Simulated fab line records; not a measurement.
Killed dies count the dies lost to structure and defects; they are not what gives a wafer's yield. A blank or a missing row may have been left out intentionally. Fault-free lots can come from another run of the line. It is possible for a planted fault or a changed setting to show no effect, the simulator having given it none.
The tool behind it: which one? || flow sky130 || Sampling: 24 lots, 72 wafers, 6 of 708 route steps

WHAT THE GAUGES READ, wafer by wafer
SKY_METAL3_CD_MEAS_13: target cd 300 nm. Usual: cd nm at 299.1 nm, with a standard deviation of 1.5.
{"lot": "L074", "measured": "day 38 20:33", "on": "cd sem-02", "cd nm (nm)": "299.1 297.8 296.5", "flag": ""}
{"lot": "L075", "measured": "day 39 07:26", "on": "cd sem-02", "cd nm (nm)": "298.0 299.2 300.0", "flag": ""}
{"lot": "L076", "measured": "day 39 14:56", "on": "cd sem-01", "cd nm (nm)": "297.3 299.0 299.5", "flag": ""}
{"lot": "L077", "measured": "day 39 23:37", "on": "cd sem-02", "cd nm (nm)": "299.4 299.4 298.5", "flag": ""}
{"lot": "L078", "measured": "day 40 03:05", "on": "cd sem-02", "cd nm (nm)": "299.3 299.3 298.9", "flag": ""}
{"lot": "L079", "measured": "day 40 16:29", "on": "cd sem-01", "cd nm (nm)": "298.9 299.4 298.6", "flag": ""}
{"lot": "L080", "measured": "day 40 17:54", "on": "cd sem-02", "cd nm (nm)": "299.0 299.3 298.9", "flag": ""}
{"lot": "L081", "measured": "day 40 20:08", "on": "cd sem-02", "cd nm (nm)": "298.2 298.6 298.5", "flag": ""}
{"lot": "L082", "measured": "day 41 05:12", "on": "cd sem-01", "cd nm (nm)": "299.5 299.3 301.3", "flag": ""}
{"lot": "L083", "measured": "day 41 15:13", "on": "cd sem-02", "cd nm (nm)": "301.2 300.8 301.2", "flag": ""}
{"lot": "L084", "measured": "day 41 16:04", "on": "cd sem-01", "cd nm (nm)": "298.1 298.4 298.4", "flag": ""}
{"lot": "L085", "measured": "day 42 01:07", "on": "cd sem-01", "cd nm (nm)": "299.1 300.7 300.1", "flag": ""}
{"lot": "L087", "measured": "day 42 14:15", "on": "cd sem-01", "cd nm (nm)": "297.7 298.7 298.7", "flag": ""}
{"lot": "L086", "measured": "day 42 16:25", "on": "cd sem-01", "cd nm (nm)": "298.6 297.8 297.8", "flag": ""}
{"lot": "L088", "measured": "day 42 16:36", "on": "cd sem-02", "cd nm (nm)": "298.4 298.3 298.2", "flag": ""}
{"lot": "L089", "measured": "day 43 05:33", "on": "cd sem-02", "cd nm (nm)": "297.7 297.1 296.1", "flag": ""}
{"lot": "L090", "measured": "day 43 12:41", "on": "cd sem-01", "cd nm (nm)": "298.4 296.7 296.7", "flag": ""}
{"lot": "L091", "measured": "day 43 16:16", "on": "cd sem-01", "cd nm (nm)": "298.9 298.9 299.0", "flag": ""}
{"lot": "L092", "measured": "day 43 19:37", "on": "cd sem-02", "cd nm (nm)": "297.3 297.4 297.6", "flag": ""}
{"lot": "L093", "measured": "day 44 08:47", "on": "cd sem-01", "cd nm (nm)": "301.4 301.1 300.6", "flag": ""}
{"lot": "L094", "measured": "day 44 12:55", "on": "cd sem-01", "cd nm (nm)": "299.6 301.0 300.1", "flag": ""}
{"lot": "L095", "measured": "day 44 15:16", "on": "cd sem-01", "cd nm (nm)": "299.7 301.6 300.3", "flag": ""}
{"lot": "L096", "measured": "day 44 22:04", "on": "cd sem-01", "cd nm (nm)": "299.6 299.7 298.9", "flag": ""}
{"lot": "L097", "measured": "day 45 06:13", "on": "cd sem-01", "cd nm (nm)": "303.3 302.8 303.1", "flag": ""}

SKY_VIA3_THK_MEAS_01. Usual: VIA3_HDPCVD_THK gives 1642 nm (standard deviation 17).
{"lot": "L074", "measured": "day 38 21:48", "on": "film metro-01", "VIA3_HDPCVD_THK (nm)": "1647 1678 1646", "flag": ""}
{"lot": "L075", "measured": "day 39 08:41", "on": "film metro-02", "VIA3_HDPCVD_THK (nm)": "1665 1654 1643", "flag": ""}
{"lot": "L076", "measured": "day 39 16:13", "on": "film metro-04", "VIA3_HDPCVD_THK (nm)": "1656 1652 1611", "flag": ""}
{"lot": "L077", "measured": "day 40 00:54", "on": "film metro-04", "VIA3_HDPCVD_THK (nm)": "1614 1642 1658", "flag": ""}
{"lot": "L078", "measured": "day 40 04:22", "on": "film metro-02", "VIA3_HDPCVD_THK (nm)": "1661 1667 1647", "flag": ""}
{"lot": "L079", "measured": "day 40 17:46", "on": "film metro-01", "VIA3_HDPCVD_THK (nm)": "1664 1655 1604", "flag": ""}
{"lot": "L080", "measured": "day 40 19:13", "on": "film metro-02", "VIA3_HDPCVD_THK (nm)": "1612 1643 1609", "flag": ""}
{"lot": "L081", "measured": "day 40 21:31", "on": "film metro-02", "VIA3_HDPCVD_THK (nm)": "1655 1633 1649", "flag": ""}
{"lot": "L082", "measured": "day 41 06:27", "on": "film metro-01", "VIA3_HDPCVD_THK (nm)": "1625 1644 1659", "flag": ""}
{"lot": "L083", "measured": "day 41 16:27", "on": "film metro-01", "VIA3_HDPCVD_THK (nm)": "1654 1626 1649", "flag": ""}
{"lot": "L084", "measured": "day 41 17:18", "on": "film metro-01", "VIA3_HDPCVD_THK (nm)": "1611 1641 1602", "flag": ""}
{"lot": "L085", "measured": "day 42 02:21", "on": "film metro-02", "VIA3_HDPCVD_THK (nm)": "1626 1604 1637", "flag": ""}
{"lot": "L087", "measured": "day 42 15:35", "on": "film metro-02", "VIA3_HDPCVD_THK (nm)": "1643 1648 1626", "flag": ""}
{"lot": "L086", "measured": "day 42 17:44", "on": "film metro-01", "VIA3_HDPCVD_THK (nm)": "1647 1665 1666", "flag": ""}
{"lot": "L088", "measured": "day 42 17:51", "on": "film metro-02", "VIA3_HDPCVD_THK (nm)": "1617 1634 1609", "flag": ""}
{"lot": "L089", "measured": "day 43 06:50", "on": "film metro-02", "VIA3_HDPCVD_THK (nm)": "1634 1648 1625", "flag": ""}
{"lot": "L090", "measured": "day 43 14:08", "on": "film metro-02", "VIA3_HDPCVD_THK (nm)": "1613 1630 1656", "flag": ""}
{"lot": "L091", "measured": "day 43 17:43", "on": "film metro-01", "VIA3_HDPCVD_THK (nm)": "1633 1644 1655", "flag": ""}
{"lot": "L092", "measured": "day 43 20:52", "on": "film metro-02", "VIA3_HDPCVD_THK (nm)": "1643 1660 1642", "flag": ""}
{"lot": "L093", "measured": "day 44 10:01", "on": "film metro-04", "VIA3_HDPCVD_THK (nm)": "1644 1649 1651", "flag": ""}
{"lot": "L094", "measured": "day 44 14:10", "on": "film metro-01", "VIA3_HDPCVD_THK (nm)": "1644 1649 1637", "flag": ""}
{"lot": "L095", "measured": "day 44 16:29", "on": "film metro-04", "VIA3_HDPCVD_THK (nm)": "1659 1621 1610", "flag": ""}
{"lot": "L096", "measured": "day 44 23:38", "on": "film metro-01", "VIA3_HDPCVD_THK (nm)": "1657 1646 1651", "flag": ""}
{"lot": "L097", "measured": "day 45 07:26", "on": "film metro-04", "VIA3_HDPCVD_THK (nm)": "1618 1611 1633", "flag": ""}

SKY_VIA4_BOW_MEAS_03. Usual: VIA4_BOW gives 79 um (standard deviation 7.6).
{"lot": "L074", "measured": "day 42 03:53", "on": "film metro-04", "VIA4_BOW (um)": "75 72 76", "flag": ""}
{"lot": "L075", "measured": "day 42 14:27", "on": "film metro-01", "VIA4_BOW (um)": "72 80 83", "flag": ""}
{"lot": "L076", "measured": "day 42 19:58", "on": "film metro-01", "VIA4_BOW (um)": "76 70 75", "flag": ""}
{"lot": "L077", "measured": "day 43 05:29", "on": "film metro-01", "VIA4_BOW (um)": "78 84 71", "flag": ""}
{"lot": "L078", "measured": "day 43 08:02", "on": "film metro-01", "VIA4_BOW (um)": "79 83 77", "flag": ""}
{"lot": "L079", "measured": "day 43 20:31", "on": "film metro-01", "VIA4_BOW (um)": "70 85 69", "flag": ""}
{"lot": "L080", "measured": "day 43 22:08", "on": "film metro-03", "VIA4_BOW (um)": "81 81 84", "flag": ""}
{"lot": "L081", "measured": "day 44 00:52", "on": "film metro-03", "VIA4_BOW (um)": "84 76 81", "flag": ""}
{"lot": "L082", "measured": "day 44 08:48", "on": "film metro-04", "VIA4_BOW (um)": "77 87 75", "flag": ""}
{"lot": "L083", "measured": "day 44 19:32", "on": "film metro-04", "VIA4_BOW (um)": "84 76 70", "flag": ""}
{"lot": "L084", "measured": "day 44 20:08", "on": "film metro-04", "VIA4_BOW (um)": "87 92 95", "flag": ""}
{"lot": "L085", "measured": "day 45 02:51", "on": "film metro-04", "VIA4_BOW (um)": "99 93 94", "flag": ""}
{"lot": "L087", "measured": "day 45 15:40", "on": "film metro-04", "VIA4_BOW (um)": "83 83 80", "flag": ""}
{"lot": "L086", "measured": "day 45 18:11", "on": "film metro-04", "VIA4_BOW (um)": "83 92 82", "flag": ""}
{"lot": "L088", "measured": "day 45 18:44", "on": "film metro-04", "VIA4_BOW (um)": "77 82 84", "flag": ""}
{"lot": "L089", "measured": "day 46 04:37", "on": "film metro-01", "VIA4_BOW (um)": "91 81 78", "flag": ""}
{"lot": "L090", "measured": "day 46 12:01", "on": "film metro-01", "VIA4_BOW (um)": "73 82 81", "flag": ""}
{"lot": "L091", "measured": "day 46 16:39", "on": "film metro-01", "VIA4_BOW (um)": "85 81 73", "flag": ""}
{"lot": "L092", "measured": "day 46 18:37", "on": "film metro-04", "VIA4_BOW (um)": "74 79 80", "flag": ""}
{"lot": "L093", "measured": "day 47 06:13", "on": "film metro-03", "VIA4_BOW (um)": "73 78 65", "flag": ""}
{"lot": "L094", "measured": "day 47 10:23", "on": "film metro-03", "VIA4_BOW (um)": "76 88 74", "flag": ""}
{"lot": "L095", "measured": "day 47 12:33", "on": "film metro-03", "VIA4_BOW (um)": "75 93 79", "flag": ""}
{"lot": "L096", "measured": "day 47 20:06", "on": "film metro-04", "VIA4_BOW (um)": "81 74 80", "flag": ""}
{"lot": "L097", "measured": "day 48 00:37", "on": "film metro-04", "VIA4_BOW (um)": "72 76 76", "flag": ""}

TOOL THAT RAN EACH LOT (tool first, then ch and the chambers of the sampled wafers, then the start)
{"lot": "L074", "SKY_CAPM_SPUTTER_02": "pvd sputter-02, day 36 16:32", "SKY_METAL3_STRIP_19": "plasma asher-02 ch 1, day 38 21:02", "SKY_VIA3_ETCH_15": "rie diel-04 ch 2,3, day 39 23:04"}
{"lot": "L075", "SKY_CAPM_SPUTTER_02": "pvd sputter-01, day 37 04:34", "SKY_METAL3_STRIP_19": "plasma asher-04 ch 0,1, day 39 07:55", "SKY_VIA3_ETCH_15": "rie diel-04 ch 0,2, day 40 10:04"}
{"lot": "L076", "SKY_CAPM_SPUTTER_02": "pvd sputter-01, day 37 12:46", "SKY_METAL3_STRIP_19": "plasma asher-03 ch 0,1, day 39 15:25", "SKY_VIA3_ETCH_15": "rie diel-01 ch 2,3, day 40 17:02"}
{"lot": "L077", "SKY_CAPM_SPUTTER_02": "pvd sputter-02, day 37 20:32", "SKY_METAL3_STRIP_19": "plasma asher-02 ch 0,1, day 40 00:05", "SKY_VIA3_ETCH_15": "rie diel-02 ch 0,2, day 41 02:19"}
{"lot": "L078", "SKY_CAPM_SPUTTER_02": "pvd sputter-02, day 38 00:47", "SKY_METAL3_STRIP_19": "plasma asher-03 ch 0,1, day 40 03:34", "SKY_VIA3_ETCH_15": "rie diel-04 ch 0,1, day 41 05:31"}
{"lot": "L079", "SKY_CAPM_SPUTTER_02": "pvd sputter-01, day 38 14:25", "SKY_METAL3_STRIP_19": "plasma asher-03 ch 1, day 40 16:58", "SKY_VIA3_ETCH_15": "rie diel-04 ch 1,2,3, day 41 17:44"}
{"lot": "L080", "SKY_CAPM_SPUTTER_02": "pvd sputter-01, day 38 16:53", "SKY_METAL3_STRIP_19": "plasma asher-03 ch 0,1, day 40 18:23", "SKY_VIA3_ETCH_15": "rie diel-02 ch 0,2,3, day 41 19:35"}
{"lot": "L081", "SKY_CAPM_SPUTTER_02": "pvd sputter-01, day 38 19:45", "SKY_METAL3_STRIP_19": "plasma asher-03 ch 0,1, day 40 20:36", "SKY_VIA3_ETCH_15": "rie diel-02 ch 0,2, day 41 22:28"}
{"lot": "L082", "SKY_CAPM_SPUTTER_02": "pvd sputter-04, day 39 02:59", "SKY_METAL3_STRIP_19": "plasma asher-04 ch 0,1, day 41 05:41", "SKY_VIA3_ETCH_15": "rie diel-04 ch 0,2,3, day 42 07:07"}
{"lot": "L083", "SKY_CAPM_SPUTTER_02": "pvd sputter-04, day 39 13:26", "SKY_METAL3_STRIP_19": "plasma asher-02 ch 0,1, day 41 15:41", "SKY_VIA3_ETCH_15": "rie diel-01 ch 0,1,3, day 42 17:16"}
{"lot": "L084", "SKY_CAPM_SPUTTER_02": "pvd sputter-02, day 39 14:53", "SKY_METAL3_STRIP_19": "plasma asher-03 ch 0,1, day 41 16:32", "SKY_VIA3_ETCH_15": "rie diel-02 ch 1,2,3, day 42 17:37"}
{"lot": "L085", "SKY_CAPM_SPUTTER_02": "pvd sputter-04, day 39 23:54", "SKY_METAL3_STRIP_19": "plasma asher-04 ch 0,1, day 42 01:35", "SKY_VIA3_ETCH_15": "rie diel-02 ch 0,1,2, day 43 01:56"}
{"lot": "L087", "SKY_CAPM_SPUTTER_02": "pvd sputter-02, day 40 12:55", "SKY_METAL3_STRIP_19": "plasma asher-02 ch 0,1, day 42 14:44", "SKY_VIA3_ETCH_15": "rie diel-04 ch 0,1,3, day 43 15:31"}
{"lot": "L086", "SKY_CAPM_SPUTTER_02": "pvd sputter-02, day 40 14:59", "SKY_METAL3_STRIP_19": "plasma asher-02 ch 0,1, day 42 16:53", "SKY_VIA3_ETCH_15": "rie diel-01 ch 0,1,3, day 43 17:19"}
{"lot": "L088", "SKY_CAPM_SPUTTER_02": "pvd sputter-01, day 40 15:40", "SKY_METAL3_STRIP_19": "plasma asher-04 ch 0,1, day 42 17:03", "SKY_VIA3_ETCH_15": "rie diel-02 ch 0,1,3, day 43 17:37"}
{"lot": "L089", "SKY_CAPM_SPUTTER_02": "pvd sputter-01, day 41 06:29", "SKY_METAL3_STRIP_19": "plasma asher-04 ch 0,1, day 43 06:02", "SKY_VIA3_ETCH_15": "rie diel-01 ch 0,1,2, day 44 05:46"}
{"lot": "L090", "SKY_CAPM_SPUTTER_02": "pvd sputter-02, day 41 12:56", "SKY_METAL3_STRIP_19": "plasma asher-03 ch 0,1, day 43 13:21", "SKY_VIA3_ETCH_15": "rie diel-02 ch 0,1,3, day 44 13:11"}
{"lot": "L091", "SKY_CAPM_SPUTTER_02": "pvd sputter-02, day 41 16:40", "SKY_METAL3_STRIP_19": "plasma asher-04 ch 0,1, day 43 16:54", "SKY_VIA3_ETCH_15": "rie diel-02 ch 0,3, day 44 17:04"}
{"lot": "L092", "SKY_CAPM_SPUTTER_02": "pvd sputter-02, day 41 20:49", "SKY_METAL3_STRIP_19": "plasma asher-02 ch 0,1, day 43 20:05", "SKY_VIA3_ETCH_15": "rie diel-01 ch 1,2,3, day 44 20:17"}
{"lot": "L093", "SKY_CAPM_SPUTTER_02": "pvd sputter-01, day 42 10:10", "SKY_METAL3_STRIP_19": "plasma asher-02 ch 0,1, day 44 09:16", "SKY_VIA3_ETCH_15": "rie diel-01 ch 0,1, day 45 08:43"}
{"lot": "L094", "SKY_CAPM_SPUTTER_02": "pvd sputter-01, day 42 13:32", "SKY_METAL3_STRIP_19": "plasma asher-03 ch 0,1, day 44 13:23", "SKY_VIA3_ETCH_15": "rie diel-04 ch 2,3, day 45 13:01"}
{"lot": "L095", "SKY_CAPM_SPUTTER_02": "pvd sputter-02, day 42 16:22", "SKY_METAL3_STRIP_19": "plasma asher-03 ch 1, day 44 15:43", "SKY_VIA3_ETCH_15": "rie diel-04 ch 1,2,3, day 45 15:08"}
{"lot": "L096", "SKY_CAPM_SPUTTER_02": "pvd sputter-02, day 43 00:19", "SKY_METAL3_STRIP_19": "plasma asher-03 ch 0,1, day 44 22:31", "SKY_VIA3_ETCH_15": "rie diel-01 ch 0,2,3, day 45 22:07"}
{"lot": "L097", "SKY_CAPM_SPUTTER_02": "pvd sputter-04, day 43 08:56", "SKY_METAL3_STRIP_19": "plasma asher-03 ch 0,1, day 45 06:41", "SKY_VIA3_ETCH_15": "rie diel-04 ch 0,1, day 46 04:58"}
- SKY_CAPM_SPUTTER_02: material TiN, target thk 200 nm, time 166.7 s.
- SKY_METAL3_STRIP_19: strips in O2/N2.
- SKY_VIA3_ETCH_15: etches SiO2 in C4F8/O2/Ar, stops on TiN, target depth 507 nm, time 78 s.

AS READ BY THE TOOLS THEMSELVES (means over the sampled wafers that have a number; for cases with no such wafer, the mark the record gives instead)
SKY_CAPM_SPUTTER_02. Usual: throttle valve pct at 30.7 %, with a standard deviation of 1.1.
{"lot": "L074", "tool": "pvd sputter-02", "throttle valve pct (%)": 29.7, "flag": ""}
{"lot": "L075", "tool": "pvd sputter-01", "throttle valve pct (%)": 30.7, "flag": ""}
{"lot": "L076", "tool": "pvd sputter-01", "throttle valve pct (%)": 30.1, "flag": ""}
{"lot": "L077", "tool": "pvd sputter-02", "throttle valve pct (%)": 29.5, "flag": ""}
{"lot": "L078", "tool": "pvd sputter-02", "throttle valve pct (%)": 30.4, "flag": ""}
{"lot": "L079", "tool": "pvd sputter-01", "throttle valve pct (%)": 30.6, "flag": ""}
{"lot": "L080", "tool": "pvd sputter-01", "throttle valve pct (%)": 31.3, "flag": ""}
{"lot": "L081", "tool": "pvd sputter-01", "throttle valve pct (%)": 30.5, "flag": ""}
{"lot": "L082", "tool": "pvd sputter-04", "throttle valve pct (%)": 29.9, "flag": ""}
{"lot": "L083", "tool": "pvd sputter-04", "throttle valve pct (%)": 29.9, "flag": ""}
{"lot": "L084", "tool": "pvd sputter-02", "throttle valve pct (%)": 31.0, "flag": ""}
{"lot": "L085", "tool": "pvd sputter-04", "throttle valve pct (%)": 30.1, "flag": ""}
{"lot": "L087", "tool": "pvd sputter-02", "throttle valve pct (%)": 30.1, "flag": ""}
{"lot": "L086", "tool": "pvd sputter-02", "throttle valve pct (%)": 31.3, "flag": ""}
{"lot": "L088", "tool": "pvd sputter-01", "throttle valve pct (%)": 31.7, "flag": ""}
{"lot": "L089", "tool": "pvd sputter-01", "throttle valve pct (%)": 30.7, "flag": ""}
{"lot": "L090", "tool": "pvd sputter-02", "throttle valve pct (%)": 31.3, "flag": ""}
{"lot": "L091", "tool": "pvd sputter-02", "throttle valve pct (%)": 30.7, "flag": ""}
{"lot": "L092", "tool": "pvd sputter-02", "throttle valve pct (%)": 30.4, "flag": ""}
{"lot": "L093", "tool": "pvd sputter-01", "throttle valve pct (%)": 31.5, "flag": ""}
{"lot": "L094", "tool": "pvd sputter-01", "throttle valve pct (%)": 30.7, "flag": ""}
{"lot": "L095", "tool": "pvd sputter-02", "throttle valve pct (%)": 30.7, "flag": ""}
{"lot": "L096", "tool": "pvd sputter-02", "throttle valve pct (%)": 30.7, "flag": ""}
{"lot": "L097", "tool": "pvd sputter-04", "throttle valve pct (%)": 30.1, "flag": ""}

SKY_METAL3_STRIP_19. Usual: drypump motor current A 5.9 A, standard deviation 0.37; oes product au 0.506 a.u., standard deviation 0.0061; strip time to endpoint s 6.61 s, standard deviation 0.11.
{"lot": "L074", "tool": "plasma asher-02", "drypump motor current A (A)": 5.4, "oes product au (a.u.)": 0.509, "strip time to endpoint s (s)": 6.72, "flag": ""}
{"lot": "L075", "tool": "plasma asher-04", "drypump motor current A (A)": 6.0, "oes product au (a.u.)": 0.507, "strip time to endpoint s (s)": 6.64, "flag": ""}
{"lot": "L076", "tool": "plasma asher-03", "drypump motor current A (A)": 5.9, "oes product au (a.u.)": 0.510, "strip time to endpoint s (s)": 6.62, "flag": ""}
{"lot": "L077", "tool": "plasma asher-02", "drypump motor current A (A)": 5.6, "oes product au (a.u.)": 0.510, "strip time to endpoint s (s)": 6.74, "flag": ""}
{"lot": "L078", "tool": "plasma asher-03", "drypump motor current A (A)": 5.9, "oes product au (a.u.)": 0.502, "strip time to endpoint s (s)": 6.57, "flag": ""}
{"lot": "L079", "tool": "plasma asher-03", "drypump motor current A (A)": 6.4, "oes product au (a.u.)": 0.500, "strip time to endpoint s (s)": 6.60, "flag": ""}
{"lot": "L080", "tool": "plasma asher-03", "drypump motor current A (A)": 6.2, "oes product au (a.u.)": 0.507, "strip time to endpoint s (s)": 6.63, "flag": ""}
{"lot": "L081", "tool": "plasma asher-03", "drypump motor current A (A)": 5.9, "oes product au (a.u.)": 0.502, "strip time to endpoint s (s)": 6.55, "flag": ""}
{"lot": "L082", "tool": "plasma asher-04", "drypump motor current A (A)": 6.1, "oes product au (a.u.)": 0.504, "strip time to endpoint s (s)": 6.60, "flag": ""}
{"lot": "L083", "tool": "plasma asher-02", "drypump motor current A (A)": 5.6, "oes product au (a.u.)": 0.506, "strip time to endpoint s (s)": 6.72, "flag": ""}
{"lot": "L084", "tool": "plasma asher-03", "drypump motor current A (A)": 5.9, "oes product au (a.u.)": 0.504, "strip time to endpoint s (s)": 6.63, "flag": ""}
{"lot": "L085", "tool": "plasma asher-04", "drypump motor current A (A)": 6.2, "oes product au (a.u.)": 0.503, "strip time to endpoint s (s)": 6.56, "flag": ""}
{"lot": "L087", "tool": "plasma asher-02", "drypump motor current A (A)": 5.6, "oes product au (a.u.)": 0.503, "strip time to endpoint s (s)": 6.55, "flag": ""}
{"lot": "L086", "tool": "plasma asher-02", "drypump motor current A (A)": 5.6, "oes product au (a.u.)": 0.515, "strip time to endpoint s (s)": 6.77, "flag": ""}
{"lot": "L088", "tool": "plasma asher-04", "drypump motor current A (A)": 6.2, "oes product au (a.u.)": 0.500, "strip time to endpoint s (s)": 6.50, "flag": ""}
{"lot": "L089", "tool": "plasma asher-04", "drypump motor current A (A)": 6.0, "oes product au (a.u.)": 0.508, "strip time to endpoint s (s)": 6.61, "flag": ""}
{"lot": "L090", "tool": "plasma asher-03", "drypump motor current A (A)": 6.2, "oes product au (a.u.)": 0.504, "strip time to endpoint s (s)": 6.43, "flag": ""}
{"lot": "L091", "tool": "plasma asher-04", "drypump motor current A (A)": 6.0, "oes product au (a.u.)": 0.495, "strip time to endpoint s (s)": 6.43, "flag": ""}
{"lot": "L092", "tool": "plasma asher-02", "drypump motor current A (A)": 5.8, "oes product au (a.u.)": 0.508, "strip time to endpoint s (s)": 6.68, "flag": ""}
{"lot": "L093", "tool": "plasma asher-02", "drypump motor current A (A)": 5.6, "oes product au (a.u.)": 0.505, "strip time to endpoint s (s)": 6.70, "flag": ""}
{"lot": "L094", "tool": "plasma asher-03", "drypump motor current A (A)": 6.1, "oes product au (a.u.)": 0.501, "strip time to endpoint s (s)": 6.54, "flag": ""}
{"lot": "L095", "tool": "plasma asher-03", "drypump motor current A (A)": 6.4, "oes product au (a.u.)": 0.500, "strip time to endpoint s (s)": 6.50, "flag": ""}
{"lot": "L096", "tool": "plasma asher-03", "drypump motor current A (A)": 5.9, "oes product au (a.u.)": 0.507, "strip time to endpoint s (s)": 6.59, "flag": ""}
{"lot": "L097", "tool": "plasma asher-03", "drypump motor current A (A)": 6.1, "oes product au (a.u.)": 0.509, "strip time to endpoint s (s)": 6.73, "flag": ""}

SKY_VIA3_ETCH_15. Usual: oes product au at 0.946 a.u., with a standard deviation of 0.0047.
{"lot": "L074", "tool": "rie diel-04", "oes product au (a.u.)": 0.946, "flag": ""}
{"lot": "L075", "tool": "rie diel-04", "oes product au (a.u.)": 0.946, "flag": ""}
{"lot": "L076", "tool": "rie diel-01", "oes product au (a.u.)": 0.944, "flag": ""}
{"lot": "L077", "tool": "rie diel-02", "oes product au (a.u.)": 0.945, "flag": ""}
{"lot": "L078", "tool": "rie diel-04", "oes product au (a.u.)": 0.941, "flag": ""}
{"lot": "L079", "tool": "rie diel-04", "oes product au (a.u.)": 0.944, "flag": ""}
{"lot": "L080", "tool": "rie diel-02", "oes product au (a.u.)": 0.951, "flag": ""}
{"lot": "L081", "tool": "rie diel-02", "oes product au (a.u.)": 0.943, "flag": ""}
{"lot": "L082", "tool": "rie diel-04", "oes product au (a.u.)": 0.948, "flag": ""}
{"lot": "L083", "tool": "rie diel-01", "oes product au (a.u.)": 0.948, "flag": ""}
{"lot": "L084", "tool": "rie diel-02", "oes product au (a.u.)": 0.949, "flag": ""}
{"lot": "L085", "tool": "rie diel-02", "oes product au (a.u.)": 0.949, "flag": ""}
{"lot": "L087", "tool": "rie diel-04", "oes product au (a.u.)": 0.951, "flag": ""}
{"lot": "L086", "tool": "rie diel-01", "oes product au (a.u.)": 0.941, "flag": ""}
{"lot": "L088", "tool": "rie diel-02", "oes product au (a.u.)": 0.946, "flag": ""}
{"lot": "L089", "tool": "rie diel-01", "oes product au (a.u.)": 0.950, "flag": ""}
{"lot": "L090", "tool": "rie diel-02", "oes product au (a.u.)": 0.945, "flag": ""}
{"lot": "L091", "tool": "rie diel-02", "oes product au (a.u.)": 0.953, "flag": ""}
{"lot": "L092", "tool": "rie diel-01", "oes product au (a.u.)": 0.946, "flag": ""}
{"lot": "L093", "tool": "rie diel-01", "oes product au (a.u.)": 0.944, "flag": ""}
{"lot": "L094", "tool": "rie diel-04", "oes product au (a.u.)": 0.951, "flag": ""}
{"lot": "L095", "tool": "rie diel-04", "oes product au (a.u.)": 0.947, "flag": ""}
{"lot": "L096", "tool": "rie diel-01", "oes product au (a.u.)": 0.948, "flag": ""}
{"lot": "L097", "tool": "rie diel-04", "oes product au (a.u.)": 0.948, "flag": ""}

THE ANSWER, worked out from the rows above alone
Rule: a lot is off if the mean of its wafers that have a number lies more than 3 standard deviations from the usual mean. Also off: a lot with no number at a reading for which 4 or more lots have one. The other lots that the step has rows for count as sound. Order of review: gauges by route order, followed by the tools' own readings, for which a lot's mean as printed above is used. At the first step where some lot is off, the reading lying furthest off is the one used; lots without a number count as furthest.
Nothing can be told from this: no lot is off at any reading shown.

WHAT THE SIMULATOR PUT IN
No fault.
